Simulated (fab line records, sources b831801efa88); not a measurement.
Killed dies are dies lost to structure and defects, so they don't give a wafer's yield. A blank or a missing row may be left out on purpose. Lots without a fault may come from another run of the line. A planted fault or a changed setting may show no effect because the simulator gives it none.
Which tool did it? | flow sky130 | 10 lots, 30 wafers sampled, at 5 steps of a route of 708

WHAT THE GAUGES READ, wafer by wafer
SKY_VIA3_BOW_MEAS_03.
lot  | measured     | on            | VIA3_BOW (um)
L394 | day 38 18:42 | film_metro-03 | 80 78 83
L398 | day 40 02:07 | film_metro-03 | 79 86 84
L401 | day 40 23:55 | film_metro-02 | 87 75 73
L402 | day 41 06:58 | film_metro-03 | 76 72 82
L410 | day 43 21:31 | film_metro-02 | 69 78 84
L409 | day 43 22:20 | film_metro-02 | 81 92 86
L412 | day 44 05:10 | film_metro-02 | 73 86 78
L414 | day 44 08:04 | film_metro-03 | 93 82 85
L415 | day 44 22:54 | film_metro-01 | 75 82 84
L417 | day 45 02:48 | film_metro-03 | 71 78 75

SKY_VIA3_RS_MEAS_22: measures by four-point-probe.
lot  | measured     | on            | VIA3_W_RS (ohm/sq)
L394 | day 39 19:14 | film_metro-01 | 0.291 0.296 0.295
L398 | day 41 04:32 | film_metro-02 | 0.293 0.297 0.292
L401 | day 42 00:53 | film_metro-03 | 0.216 0.300 0.221 0.216 0.300 0.222
L402 | day 42 08:39 | film_metro-01 | 0.303 0.219 0.218 0.303 0.218 0.217
L410 | day 44 21:01 | film_metro-02 | 0.292 0.293 0.300
L409 | day 44 22:08 | film_metro-01 | 0.298 0.295 0.301
L412 | day 45 03:41 | film_metro-02 | 0.298 0.297 0.295
L414 | day 45 06:46 | film_metro-03 | 0.291 0.292 0.301
L415 | day 45 21:04 | film_metro-02 | 0.295 0.305 0.299
L417 | day 46 01:19 | film_metro-03 | 0.296 0.293 0.302

SKY_VIA3_THK_MEAS_23: measures by xrf.
lot  | measured     | on            | VIA3_W_THK (nm)
L394 | day 39 19:22 | film_metro-01 | 391 388 390
L398 | day 41 04:39 | film_metro-02 | 400 393 403
L401 | day 42 06:00 | film_metro-03 | 544 393 535 545 390 532
L402 | day 42 10:52 | film_metro-01 | 382 531 532 379 531 536
L410 | day 44 21:07 | film_metro-02 | 397 397 386
L409 | day 44 22:16 | film_metro-01 | 385 390 382
L412 | day 45 03:49 | film_metro-02 | 393 392 393
L414 | day 45 06:53 | film_metro-03 | 400 399 388
L415 | day 45 21:10 | film_metro-02 | 394 382 392
L417 | day 46 01:26 | film_metro-03 | 390 398 385

WHICH TOOL RAN EACH LOT (tool, then ch and the chambers of the sampled wafers, then the start)
lot  | SKY_VIA3_CMP_02               | SKY_VIA3_CVD_21
L394 | cmp-02 ch 0,1,2, day 38 18:24 | cvd_w-02 ch 0,1, day 39 19:07
L398 | cmp-01 ch 0,1,2, day 40 01:49 | cvd_w-01 ch 0,1, day 41 04:24
L401 | cmp-02 ch 0,1, day 40 23:35   | cvd_w-01 ch 0,1, day 42 00:46
L402 | cmp-02 ch 1,2,3, day 41 06:40 | cvd_w-01 ch 0,1, day 42 08:32
L410 | cmp-01 ch 0,1,2, day 43 21:12 | cvd_w-02 ch 0,1, day 44 20:52
L409 | cmp-01 ch 0,1,3, day 43 22:08 | cvd_w-02 ch 0,1, day 44 22:01
L412 | cmp-02 ch 1,2, day 44 04:52   | cvd_w-01 ch 1, day 45 03:34
L414 | cmp-02 ch 0,1,3, day 44 07:46 | cvd_w-01 ch 0,1, day 45 06:38
L415 | cmp-01 ch 0,1,3, day 44 22:35 | cvd_w-01 ch 0,1, day 45 20:55
L417 | cmp-01 ch 0,2, day 45 02:29   | cvd_w-02 ch 0,1, day 46 01:11
- SKY_VIA3_CMP_02: polishes SiO2.
- SKY_VIA3_CVD_21: deposits W, target thk 390 nm, time 117.31 s.

WHAT THE TOOLS THEMSELVES READ (means of the sampled wafers that have a number; where no wafer has one, the mark that the record gives instead)
SKY_VIA3_CMP_02.
lot  | tool   | motor_current_A (A)
L394 | cmp-02 | 12.8
L398 | cmp-01 | 11.7
L401 | cmp-02 | 12.6
L402 | cmp-02 | 12.4
L410 | cmp-01 | 11.3
L409 | cmp-01 | 11.7
L412 | cmp-02 | 12.4
L414 | cmp-02 | 12.9
L415 | cmp-01 | 12.0
L417 | cmp-01 | 11.8

SKY_VIA3_CVD_21.
lot  | tool     | heater_power_w (W)
L394 | cvd_w-02 | 735
L398 | cvd_w-01 | 766
L401 | cvd_w-01 | 800
L402 | cvd_w-01 | 759
L410 | cvd_w-02 | 774
L409 | cvd_w-02 | 750
L412 | cvd_w-01 | 744
L414 | cvd_w-01 | 763
L415 | cvd_w-01 | 785
L417 | cvd_w-02 | 752

THE ANSWER, worked out from the rows above alone
Rule: what is usual is taken from the lots themselves. Put in order of their means at a reading, lots are off if they are a third of the lots or fewer, leave a main group of 4 or more, and stand apart from it by a gap of 3 or more times the standard deviation of the main group's means; of several such gaps the widest counts. A main group whose means are all the same, to the digits that the tables above print for the reading, isn't used. A lot without any number at a reading at which 4 lots or more have one is off too. The other lots that the step has rows for count as sound. The gauges are gone through in route order, then the tools' own readings, and for those a lot's mean is taken as printed above. The first step at which some lot is off is used, and at that step the reading that is off furthest; a lot without a number counts as furthest.
Off: L401, L402, at SKY_VIA3_RS_MEAS_22 (VIA3_W_RS). The main group: mean 0.296 ohm/sq, standard deviation 0.0019.
A tool fits if, at a process step before that reading, it ran every lot that is off, and no sound lot after the first of them. The gauges at SKY_VIA3_RS_MEAS_22 are tried like those tools. None of those tried fits.

WHAT THE SIMULATOR HAD PUT IN
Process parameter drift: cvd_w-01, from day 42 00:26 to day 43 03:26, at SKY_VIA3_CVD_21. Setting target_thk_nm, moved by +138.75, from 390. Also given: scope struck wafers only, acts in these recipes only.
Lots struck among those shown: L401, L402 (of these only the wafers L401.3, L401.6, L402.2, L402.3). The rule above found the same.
